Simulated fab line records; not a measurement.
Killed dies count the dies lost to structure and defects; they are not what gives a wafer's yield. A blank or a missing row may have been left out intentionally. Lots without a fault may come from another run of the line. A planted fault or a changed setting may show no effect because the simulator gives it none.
Code-filled problem report in 8D (eight disciplines) form ; flow sky130 ; the parts of the form that need people (team, actions taken, sign-off) are left out

== 1. PROBLEM STATEMENT ==
Across 6 wafers from 2 lots, VIA3_W_RS at SKY_VIA3_RS_MEAS_22 averages 0.4508 ohm/sq, while fault-free wafers read 0.2923 ohm/sq with a standard deviation of 0.0025. Measured from the usual mean, that is +63 standard deviations.
The step: measures by four-point-probe.
Earliest sighting: wafer L880.2 on film metro-02 at day 44 00:56. Wafers with a number at this step in the record: 30, from 10 lots. Rule for "out" (also "out of limits"): further than 4 standard deviations from the usual mean. The rest of the wafers with a number are treated as sound.

== 2. WHAT IT IS, AND WHAT IT ISN'T ==
question;is;is not
which readings at this step;VIA3_W_RS;-
which lots;L880, L881;L865, L866, L868, L869, L876, L882, L884, L885
which wafers of those lots;all that have a number;-
read on which gauges;film metro-02, film metro-04;film metro-03
when;from day 44 00:56;"up to then (15 sound wafers); but 9 sound wafers of L882, L884, L885 came after"

== 3. THE SUSPECTS, EACH WITH WHAT RULES IT OUT ==
Counting: any tool at a process step up to the reading is kept as a suspect provided that every lot that is out went through it and no sound lot did after the first of them.
- the gauge at SKY_VIA3_RS_MEAS_22 is ruled out. Those wafers that are out were read across 2 gauges (film metro-02, film metro-04).
- cmp-01 at SKY_VIA3_CMP_02 (polishes SiO2): ruled out as a lasting fault. Following L880 (day 43 00:37), the first lot on it that is out, the sound lots L884 were run on it.
- cvd w-02 at SKY_VIA3_CVD_21 (deposits W, target thk 390 nm, time 117.31 s): kept. Every lot that is out went through it, starting with L880 (day 44 00:48), and after that it ran no sound lot; the last sound lot it ran before then is L868 (day 41 06:49).
The count leaves cvd w-02 at SKY_VIA3_CVD_21.

== 4. THE CAUSE (what the simulator had put in) ==
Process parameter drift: cvd w-02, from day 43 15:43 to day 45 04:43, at SKY_VIA3_CVD_21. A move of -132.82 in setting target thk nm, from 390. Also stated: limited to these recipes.
Counting left only this tool.

== 5. THE EFFECT CHAIN, in route order ==
Each row: a reading whose mean over the struck wafers that have a number lies more than 3 standard deviations from the usual. Scope: only readings with a usual standard deviation given in the record; hours: median across lots of the time from each lot's start at the first step in this table that gives one to its start at this step; sigmas: change in usual standard deviations.
hours;step;reading;usual;on struck wafers;change;sigmas
0;SKY_VIA3_RS_MEAS_22;VIA3_W_RS;0.2923 ohm/sq;0.4508;+0.1585;+63
0;SKY_VIA3_THK_MEAS_23;VIA3_W_THK;405 nm;262;-143;-20
0;SKY_VIA3_CMP_24;time to endpoint s;94 s;59;-35;-10
It contains these process steps:
- SKY_VIA3_CMP_24: polishes, stops on SiO2, t overpolish 20 s, target thk 0 nm.

== 6. HOW IT WOULD HAVE BEEN CAUGHT EARLIER ==
Counted from the fault's start at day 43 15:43, it took 9 hours until the first out-of-limits reading at a measuring or inspecting step in this record, taken at day 44 00:56.
Tool readings at SKY_VIA3_CVD_21 with a usual standard deviation given in the record: none out on any struck wafer, hence no alarm at a limit of 4 standard deviations on them.
Among the 2 lots that are out, L881 began SKY_VIA3_CVD_21 on cvd w-02 after day 44 00:56. A tool hold placed at that time would have kept it from harm.
